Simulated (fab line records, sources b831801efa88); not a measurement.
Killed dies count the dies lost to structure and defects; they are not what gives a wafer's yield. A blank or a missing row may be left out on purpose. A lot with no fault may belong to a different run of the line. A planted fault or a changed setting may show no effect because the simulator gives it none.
Shared-tool check || flow gf180mcu || Sample size 10 lots and 30 wafers

== WHY IT WAS OPENED ==
GF_VT_IMPLANT_TW_MEAS_43, reading VT_IMPLANT_4_TW: flagged on 3 of 10 lots. Wafers without a fault read 694, standard deviation 3.7.
Rule: a lot is flagged in two cases, either no wafer of it has a number, or all its wafers with numbers fall more than 4 standard deviations from that mean. As for the other lots, they are considered sound.

{"lot": "L995", "measured": "day 7 13:15", "on": "film_metro-03", "VT_IMPLANT_4_TW, wafer by wafer": "692 691 690", "flag": ""}
{"lot": "L996", "measured": "day 7 21:05", "on": "film_metro-03", "VT_IMPLANT_4_TW, wafer by wafer": "689 697 687", "flag": ""}
{"lot": "L999", "measured": "day 8 18:56", "on": "film_metro-01", "VT_IMPLANT_4_TW, wafer by wafer": "696 698 691", "flag": ""}
{"lot": "L103", "measured": "day 9 19:14", "on": "film_metro-01", "VT_IMPLANT_4_TW, wafer by wafer": "699 696 696", "flag": ""}
{"lot": "L110", "measured": "day 12 03:53", "on": "film_metro-01", "VT_IMPLANT_4_TW, wafer by wafer": "30 30 30", "flag": "FLAGGED"}
{"lot": "L111", "measured": "day 12 08:20", "on": "film_metro-01", "VT_IMPLANT_4_TW, wafer by wafer": "30 30 30", "flag": "FLAGGED"}
{"lot": "L112", "measured": "day 12 20:24", "on": "film_metro-03", "VT_IMPLANT_4_TW, wafer by wafer": "30 30 30", "flag": "FLAGGED"}
{"lot": "L115", "measured": "day 13 06:05", "on": "film_metro-04", "VT_IMPLANT_4_TW, wafer by wafer": "690 690 689", "flag": ""}
{"lot": "L116", "measured": "day 13 10:02", "on": "film_metro-01", "VT_IMPLANT_4_TW, wafer by wafer": "701 694 696", "flag": ""}
{"lot": "L118", "measured": "day 14 03:29", "on": "film_metro-03", "VT_IMPLANT_4_TW, wafer by wafer": "697 698 699", "flag": ""}
Flagged lots average 30: -664 relative to the usual, that is -99 or more standard deviations.

== LOT BY LOT: THE TOOL USED ==
Before the reading, the record contains 4 process steps out of a 602-step route. Read each cell as the tool, then ch plus the chambers that the sampled wafers visited, then the start.
{"lot": "L995", "flag": "", "GF_LVPWELL_STRIP_10": "plasma_asher-02 ch 0,1, day 3 22:56", "GF_VT_IMPLANT_STRIP_09": "plasma_asher-02 ch 0,1, day 5 15:55", "GF_VT_IMPLANT_STRIP_31": "plasma_asher-03 ch 0,1, day 6 22:10", "GF_VT_IMPLANT_STRIP_42": "plasma_asher-03 ch 0,1, day 7 13:10"}
{"lot": "L996", "flag": "", "GF_LVPWELL_STRIP_10": "plasma_asher-01 ch 0,1, day 4 05:16", "GF_VT_IMPLANT_STRIP_09": "plasma_asher-03 ch 0,1, day 5 21:53", "GF_VT_IMPLANT_STRIP_31": "plasma_asher-04 ch 0,1, day 7 05:02", "GF_VT_IMPLANT_STRIP_42": "plasma_asher-04 ch 0,1, day 7 20:59"}
{"lot": "L999", "flag": "", "GF_LVPWELL_STRIP_10": "plasma_asher-01 ch 0,1, day 4 23:22", "GF_VT_IMPLANT_STRIP_09": "plasma_asher-03 ch 0,1, day 6 18:47", "GF_VT_IMPLANT_STRIP_31": "plasma_asher-02 ch 0,1, day 8 02:26", "GF_VT_IMPLANT_STRIP_42": "plasma_asher-02 ch 0,1, day 8 18:50"}
{"lot": "L103", "flag": "", "GF_LVPWELL_STRIP_10": "plasma_asher-04 ch 0, day 5 18:25", "GF_VT_IMPLANT_STRIP_09": "plasma_asher-04 ch 0,1, day 7 16:05", "GF_VT_IMPLANT_STRIP_31": "plasma_asher-03 ch 0,1, day 9 01:53", "GF_VT_IMPLANT_STRIP_42": "plasma_asher-02 ch 0,1, day 9 19:08"}
{"lot": "L110", "flag": "FLAGGED", "GF_LVPWELL_STRIP_10": "plasma_asher-02 ch 0,1, day 7 17:46", "GF_VT_IMPLANT_STRIP_09": "plasma_asher-03 ch 0,1, day 9 21:08", "GF_VT_IMPLANT_STRIP_31": "plasma_asher-03 ch 0,1, day 11 09:14", "GF_VT_IMPLANT_STRIP_42": "plasma_asher-04 ch 0,1, day 12 03:47"}
{"lot": "L111", "flag": "FLAGGED", "GF_LVPWELL_STRIP_10": "plasma_asher-01 ch 0,1, day 7 20:23", "GF_VT_IMPLANT_STRIP_09": "plasma_asher-04 ch 0,1, day 10 01:02", "GF_VT_IMPLANT_STRIP_31": "plasma_asher-04 ch 0,1, day 11 13:35", "GF_VT_IMPLANT_STRIP_42": "plasma_asher-03 ch 0,1, day 12 08:14"}
{"lot": "L112", "flag": "FLAGGED", "GF_LVPWELL_STRIP_10": "plasma_asher-01 ch 0,1, day 8 05:46", "GF_VT_IMPLANT_STRIP_09": "plasma_asher-02 ch 0,1, day 10 11:05", "GF_VT_IMPLANT_STRIP_31": "plasma_asher-04 ch 0,1, day 12 01:11", "GF_VT_IMPLANT_STRIP_42": "plasma_asher-04 ch 0,1, day 12 20:17"}
{"lot": "L115", "flag": "", "GF_LVPWELL_STRIP_10": "plasma_asher-04 ch 0,1, day 8 14:22", "GF_VT_IMPLANT_STRIP_09": "plasma_asher-04 ch 0,1, day 10 20:29", "GF_VT_IMPLANT_STRIP_31": "plasma_asher-04 ch 0,1, day 12 10:41", "GF_VT_IMPLANT_STRIP_42": "plasma_asher-04 ch 0,1, day 13 05:59"}
{"lot": "L116", "flag": "", "GF_LVPWELL_STRIP_10": "plasma_asher-01 ch 0,1, day 8 18:19", "GF_VT_IMPLANT_STRIP_09": "plasma_asher-04 ch 0,1, day 10 23:08", "GF_VT_IMPLANT_STRIP_31": "plasma_asher-02 ch 0,1, day 12 13:50", "GF_VT_IMPLANT_STRIP_42": "plasma_asher-03 ch 0,1, day 13 09:56"}
{"lot": "L118", "flag": "", "GF_LVPWELL_STRIP_10": "plasma_asher-01 ch 0,1, day 9 08:29", "GF_VT_IMPLANT_STRIP_09": "plasma_asher-04 ch 0,1, day 11 16:32", "GF_VT_IMPLANT_STRIP_31": "plasma_asher-03 ch 0,1, day 13 06:56", "GF_VT_IMPLANT_STRIP_42": "plasma_asher-03 ch 0,1, day 14 03:23"}
What the steps here do:
- GF_LVPWELL_STRIP_10: strips in O2/N2.
- GF_VT_IMPLANT_STRIP_09: strips in O2/N2.
- GF_VT_IMPLANT_STRIP_31: strips in O2/N2.
- GF_VT_IMPLANT_STRIP_42: strips in O2/N2.
- GF_VT_IMPLANT_TW_MEAS_43

== FLAGGED OVER TOTAL, TOOL BY TOOL (the gauges that took the reading come last) ==
{"step": "GF_LVPWELL_STRIP_10", "tool": "plasma_asher-01", "lots run": 6, "flagged": 2, "share of the flagged lots": "some", "sound lots run after its first flagged lot": "2 (L116,L118)"}
{"step": "GF_LVPWELL_STRIP_10", "tool": "plasma_asher-02", "lots run": 2, "flagged": 1, "share of the flagged lots": "some", "sound lots run after its first flagged lot": 0}
{"step": "GF_LVPWELL_STRIP_10", "tool": "plasma_asher-04", "lots run": 2, "flagged": 0, "share of the flagged lots": "none", "sound lots run after its first flagged lot": "-"}
{"step": "GF_VT_IMPLANT_STRIP_09", "tool": "plasma_asher-02", "lots run": 2, "flagged": 1, "share of the flagged lots": "some", "sound lots run after its first flagged lot": 0}
{"step": "GF_VT_IMPLANT_STRIP_09", "tool": "plasma_asher-03", "lots run": 3, "flagged": 1, "share of the flagged lots": "some", "sound lots run after its first flagged lot": 0}
{"step": "GF_VT_IMPLANT_STRIP_09", "tool": "plasma_asher-04", "lots run": 5, "flagged": 1, "share of the flagged lots": "some", "sound lots run after its first flagged lot": "3 (L115,L116,L118)"}
{"step": "GF_VT_IMPLANT_STRIP_31", "tool": "plasma_asher-02", "lots run": 2, "flagged": 0, "share of the flagged lots": "none", "sound lots run after its first flagged lot": "-"}
{"step": "GF_VT_IMPLANT_STRIP_31", "tool": "plasma_asher-03", "lots run": 4, "flagged": 1, "share of the flagged lots": "some", "sound lots run after its first flagged lot": "1 (L118)"}
{"step": "GF_VT_IMPLANT_STRIP_31", "tool": "plasma_asher-04", "lots run": 4, "flagged": 2, "share of the flagged lots": "some", "sound lots run after its first flagged lot": "1 (L115)"}
{"step": "GF_VT_IMPLANT_STRIP_42", "tool": "plasma_asher-02", "lots run": 2, "flagged": 0, "share of the flagged lots": "none", "sound lots run after its first flagged lot": "-"}
{"step": "GF_VT_IMPLANT_STRIP_42", "tool": "plasma_asher-03", "lots run": 4, "flagged": 1, "share of the flagged lots": "some", "sound lots run after its first flagged lot": "2 (L116,L118)"}
{"step": "GF_VT_IMPLANT_STRIP_42", "tool": "plasma_asher-04", "lots run": 4, "flagged": 2, "share of the flagged lots": "some", "sound lots run after its first flagged lot": "1 (L115)"}
{"step": "GF_VT_IMPLANT_TW_MEAS_43", "tool": "film_metro-01", "lots run": 5, "flagged": 2, "share of the flagged lots": "some", "sound lots run after its first flagged lot": "1 (L116)"}
{"step": "GF_VT_IMPLANT_TW_MEAS_43", "tool": "film_metro-03", "lots run": 4, "flagged": 1, "share of the flagged lots": "some", "sound lots run after its first flagged lot": "1 (L118)"}
{"step": "GF_VT_IMPLANT_TW_MEAS_43", "tool": "film_metro-04", "lots run": 1, "flagged": 0, "share of the flagged lots": "none", "sound lots run after its first flagged lot": "-"}

== WHAT THE TABLE PERMITS ==
No row of the table ran every flagged lot.

== WHAT HAD BEEN PUT IN BY THE SIMULATOR ==
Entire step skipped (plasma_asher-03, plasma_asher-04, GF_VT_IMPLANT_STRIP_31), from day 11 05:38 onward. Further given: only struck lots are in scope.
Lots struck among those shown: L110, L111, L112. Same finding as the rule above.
